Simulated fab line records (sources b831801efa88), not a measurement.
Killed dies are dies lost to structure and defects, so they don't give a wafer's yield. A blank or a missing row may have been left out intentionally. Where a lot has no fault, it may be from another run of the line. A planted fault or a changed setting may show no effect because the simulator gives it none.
What tool caused it? + flow sky130 + Sampling: 6 lots, 18 wafers, 2 of 708 route steps

WHAT EACH GAUGE READ, for each wafer
SKY_SD_P_OVL_MEAS_08.
| lot  | measured     | on         | SD_P_OVL (nm)     |
|------|--------------|------------|-------------------|
| L179 | day 26 12:28 | overlay-01 | 0.7 1.5 1.2       |
| L181 | day 27 11:17 | overlay-01 | 0.2 3.7 -0.4      |
| L183 | day 28 00:59 | overlay-02 | 142.3 142.0 143.4 |
| L194 | day 31 13:56 | overlay-01 | 0.9 1.2 0.2       |
| L198 | day 32 19:02 | overlay-01 | 0.0 2.3 1.5       |
| L200 | day 33 14:41 | overlay-01 | -3.0 0.7 0.8      |

TOOL THAT RAN EACH LOT (tool first, then ch and the chambers of the sampled wafers, then the start)
| lot  | SKY_SD_P_EXPOSE_04                  |
|------|-------------------------------------|
| L179 | iline_stepper-02 ch 0, day 25 22:12 |
| L181 | iline_stepper-02 ch 0, day 26 19:59 |
| L183 | iline_stepper-02 ch 0, day 27 11:38 |
| L194 | iline_stepper-01 ch 0, day 31 00:22 |
| L198 | iline_stepper-01 ch 0, day 32 05:34 |
| L200 | iline_stepper-01 ch 0, day 33 00:16 |
- SKY_SD_P_EXPOSE_04: exposes mask PSDM, target cd 380 nm.

THE ANSWER, worked out from the rows above alone
Rule: usual is defined by the lots themselves. Put in order of their means at a reading, lots are off if they are a third of the lots or fewer, leave a main group of 4 or more, and stand apart from it by a gap of 3 or more times the standard deviation of the main group's means; of several such gaps the widest counts. The tables above print the reading to a certain number of digits; a main group whose means all agree to those digits is not used. A lot without any number at a reading at which 4 lots or more have one is off too. The other lots that the step has rows for count as sound.
Off: L183, seen at SKY_SD_P_OVL_MEAS_08 (SD_P_OVL). The main group has a mean of 0.8 nm with a standard deviation of 0.66.
A tool fits if, at a process step before that reading, it ran every lot that is off, and no sound lot after the first of them. Gauges at SKY_SD_P_OVL_MEAS_08: tried the same way as those tools. Can't be told from this: 2 tools fit, iline_stepper-02 at SKY_SD_P_EXPOSE_04, overlay-02 at SKY_SD_P_OVL_MEAS_08.

WHAT HAD BEEN PUT IN BY THE SIMULATOR
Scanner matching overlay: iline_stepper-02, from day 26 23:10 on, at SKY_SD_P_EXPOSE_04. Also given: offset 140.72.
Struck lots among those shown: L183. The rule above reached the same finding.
